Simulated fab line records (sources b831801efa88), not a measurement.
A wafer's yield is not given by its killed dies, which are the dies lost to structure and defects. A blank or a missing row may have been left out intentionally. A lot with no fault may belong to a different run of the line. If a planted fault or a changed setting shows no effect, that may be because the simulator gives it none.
Matching of chambers ; flow sky130 ; SKY_VIA1_ETCH_15 on rie-diel-03: 4 sister chambers
The step etches SiO2 in C4F8/O2/Ar, stops on TiN, target depth 351 nm, time 54 s. 14 wafers are shown with their chamber, then 7 later ones without.

## WAFERS, EACH WITH ITS CHAMBER
wafer;chamber;oes-product-au (a.u.);chamber-pressure-mTorr (mTorr)
L612.1;3;0.979;39.96
L612.5;2;0.972;40.01
L612.6;1;0.984;40.00
L615.4;0;0.980;39.96
L615.5;3;0.988;39.99
L615.6;0;0.978;39.92
L614.1;0;0.986;40.01
L614.2;2;0.985;40.02
L614.6;2;0.979;39.95
L618.1;1;0.982;39.98
L618.5;2;0.973;40.02
L618.6;0;0.969;40.01
L622.1;2;0.984;40.00
L622.5;1;0.984;39.98

SIGNATURES, as means of the wafers listed above
reading;chamber 0;chamber 1;chamber 2;chamber 3;scatter within a chamber
oes-product-au;0.97825;0.98333;0.97860;0.98350;0.00581
chamber-pressure-mTorr;39.9750;39.9867;40.0000;39.9750;0.0313
Rule: for a wafer and a chamber, the distance is found by dividing, reading by reading, the gap between the wafer's reading and the chamber's mean by the reading's scatter, squaring, summing and taking the root. If the next closest chamber is less than 2 further off than the closest, the wafer can't be placed; otherwise it belongs to the closest. The scatter is the square root of a quotient: the sum, over the shown wafers, of each reading's squared deviation from its chamber's mean, divided by wafers minus chambers.

## WAFERS WITH NO CHAMBER GIVEN
wafer;oes-product-au (a.u.);chamber-pressure-mTorr (mTorr)
L622.6;0.976;40.05
L623.2;0.975;39.94
L623.4;0.984;40.01
L623.5;0.981;40.02
L630.2;0.977;39.94
L630.5;0.981;39.97
L630.6;0.983;39.95

## EACH ONE'S CHAMBER
wafer;from the rows above;in truth
L622.6;can't be placed: 2 or 1 or 0 or 3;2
L623.2;can't be placed: 0 or 3 or 2 or 1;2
L623.4;can't be placed: 1 or 2 or 3 or 0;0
L623.5;can't be placed: 2 or 1 or 3 or 0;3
L630.2;can't be placed: 0 or 3 or 1 or 2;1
L630.5;can't be placed: 3 or 0 or 1 or 2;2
L630.6;can't be placed: 3 or 0 or 1 or 2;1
Correctly placed: 0 of 7. From these rows, 7 cannot be placed; in 7 the true chamber is one of the candidates. Number placed wrongly: 0.
